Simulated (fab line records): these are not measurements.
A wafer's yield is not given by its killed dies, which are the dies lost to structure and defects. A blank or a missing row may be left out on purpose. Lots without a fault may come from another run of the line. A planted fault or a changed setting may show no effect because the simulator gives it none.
The tool behind it: which one? / flow sfq_line / route of 325 steps, sampled at 1 step: 14 lots, 41 wafers

== WHAT EACH GAUGE READ, for each wafer ==
The record lacks any reading of a measuring or inspecting step that a usual standard deviation could be used to judge.

== WHICH TOOL RAN EACH LOT (tool, then ch and the chambers of the sampled wafers, then the start) ==
lot=L199; SFQ_TRILAYER_M5_BARC_OPEN_METAL_ETCH_161=rie_metal-01 ch 0,1, day 70 06:02
lot=L200; SFQ_TRILAYER_M5_BARC_OPEN_METAL_ETCH_161=rie_metal-01 ch 0,1, day 70 16:57
lot=L201; SFQ_TRILAYER_M5_BARC_OPEN_METAL_ETCH_161=rie_metal-02 ch 0,1, day 70 19:21
lot=L202; SFQ_TRILAYER_M5_BARC_OPEN_METAL_ETCH_161=rie_metal-03 ch 1, day 70 22:57
lot=L203; SFQ_TRILAYER_M5_BARC_OPEN_METAL_ETCH_161=rie_metal-01 ch 0,1, day 71 04:58
lot=L205; SFQ_TRILAYER_M5_BARC_OPEN_METAL_ETCH_161=rie_metal-03 ch 1, day 71 14:33
lot=L206; SFQ_TRILAYER_M5_BARC_OPEN_METAL_ETCH_161=rie_metal-01 ch 0,1, day 73 03:54
lot=L208; SFQ_TRILAYER_M5_BARC_OPEN_METAL_ETCH_161=rie_metal-01 ch 0,1, day 73 15:53
lot=L209; SFQ_TRILAYER_M5_BARC_OPEN_METAL_ETCH_161=rie_metal-01 ch 0,1, day 74 02:42
lot=L210; SFQ_TRILAYER_M5_BARC_OPEN_METAL_ETCH_161=rie_metal-02 ch 0,1, day 74 11:06
lot=L212; SFQ_TRILAYER_M5_BARC_OPEN_METAL_ETCH_161=rie_metal-03 ch 0,1, day 74 20:42
lot=L218; SFQ_TRILAYER_M5_BARC_OPEN_METAL_ETCH_161=rie_metal-03 ch 0,1, day 77 03:38
lot=L221; SFQ_TRILAYER_M5_BARC_OPEN_METAL_ETCH_161=rie_metal-03 ch 0,1, day 77 09:36
lot=L222; SFQ_TRILAYER_M5_BARC_OPEN_METAL_ETCH_161=rie_metal-02 ch 1, day 77 10:48
- SFQ_TRILAYER_M5_BARC_OPEN_METAL_ETCH_161: etches BARC in O2, target depth 125 nm, time 41.7 s.

== AS READ BY THE TOOLS THEMSELVES (means over the sampled wafers that have a number; for cases with no such wafer, the mark the record gives instead) ==
SFQ_TRILAYER_M5_BARC_OPEN_METAL_ETCH_161.
lot=L199; tool=rie_metal-01; chamber_pressure_mTorr (mTorr)=10.004; drypump_motor_current_A (A)=5.6; oes_product_au (a.u.)=0.683
lot=L200; tool=rie_metal-01; chamber_pressure_mTorr (mTorr)=9.995; drypump_motor_current_A (A)=5.7; oes_product_au (a.u.)=0.688
lot=L201; tool=rie_metal-02; chamber_pressure_mTorr (mTorr)=10.004; drypump_motor_current_A (A)=6.2; oes_product_au (a.u.)=0.688
lot=L202; tool=rie_metal-03; chamber_pressure_mTorr (mTorr)=10.001; drypump_motor_current_A (A)=4.8; oes_product_au (a.u.)=0.691
lot=L203; tool=rie_metal-01; chamber_pressure_mTorr (mTorr)=10.005; drypump_motor_current_A (A)=5.7; oes_product_au (a.u.)=0.686
lot=L205; tool=rie_metal-03; chamber_pressure_mTorr (mTorr)=10.004; drypump_motor_current_A (A)=4.8; oes_product_au (a.u.)=0.681
lot=L206; tool=rie_metal-01; chamber_pressure_mTorr (mTorr)=9.998; drypump_motor_current_A (A)=5.5; oes_product_au (a.u.)=0.682
lot=L208; tool=rie_metal-01; chamber_pressure_mTorr (mTorr)=10.006; drypump_motor_current_A (A)=5.7; oes_product_au (a.u.)=0.683
lot=L209; tool=rie_metal-01; chamber_pressure_mTorr (mTorr)=10.001; drypump_motor_current_A (A)=5.7; oes_product_au (a.u.)=0.686
lot=L210; tool=rie_metal-02; chamber_pressure_mTorr (mTorr)=9.999; drypump_motor_current_A (A)=6.2; oes_product_au (a.u.)=0.691
lot=L212; tool=rie_metal-03; chamber_pressure_mTorr (mTorr)=9.991; drypump_motor_current_A (A)=5.3; oes_product_au (a.u.)=0.684
lot=L218; tool=rie_metal-03; chamber_pressure_mTorr (mTorr)=9.001; drypump_motor_current_A (A)=5.2; oes_product_au (a.u.)=0.683
lot=L221; tool=rie_metal-03; chamber_pressure_mTorr (mTorr)=9.328; drypump_motor_current_A (A)=5.4; oes_product_au (a.u.)=0.688
lot=L222; tool=rie_metal-02; chamber_pressure_mTorr (mTorr)=10.002; drypump_motor_current_A (A)=6.3; oes_product_au (a.u.)=0.687

== THE ANSWER, worked out from the rows above alone ==
Rule: usual is defined by the lots themselves. The widest of any qualifying gaps counts: lots, ordered by their means at a reading, are off when they make up no more than a third of the lots, leave a main group of 4 or more, and stand apart from it by 3 or more times the standard deviation of that group's means. Not used: any main group whose means are identical at the precision the tables above print for the reading. A lot without any number at a reading at which 4 lots or more have one is off too. The other lots that the step has rows for count as sound. After the gauges, taken in route order, come the tools' own readings; for these a lot's mean is taken, as printed above. The first step at which some lot is off is used, and at that step the reading that is off furthest; a lot without a number counts as furthest.
Off, at SFQ_TRILAYER_M5_BARC_OPEN_METAL_ETCH_161 on chamber_pressure_mTorr: L218, L221. The main group: mean 10.001 mTorr, standard deviation 0.0043.
A tool fits if, at that step or a process step before it, it ran every lot that is off, and no sound lot after the first of them. One fits: rie_metal-03 at SFQ_TRILAYER_M5_BARC_OPEN_METAL_ETCH_161. A fault onset in the window from L212 (day 74 20:42, its last sound lot) to L218 (day 77 03:38, its first lot off) fits.
The tool's own readings at SFQ_TRILAYER_M5_BARC_OPEN_METAL_ETCH_161 bear it out: on the lots that are off they differ by more than 5 times the standard deviation of the sound lots' means. chamber_pressure_mTorr reads 9.165 mTorr there against 10.001 mTorr on the sound lots.

== WHAT HAD BEEN PUT IN BY THE SIMULATOR ==
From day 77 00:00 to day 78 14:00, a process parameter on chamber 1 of rie_metal-03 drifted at SFQ_TRILAYER_M5_BARC_OPEN_METAL_ETCH_161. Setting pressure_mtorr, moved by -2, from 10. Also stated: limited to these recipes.
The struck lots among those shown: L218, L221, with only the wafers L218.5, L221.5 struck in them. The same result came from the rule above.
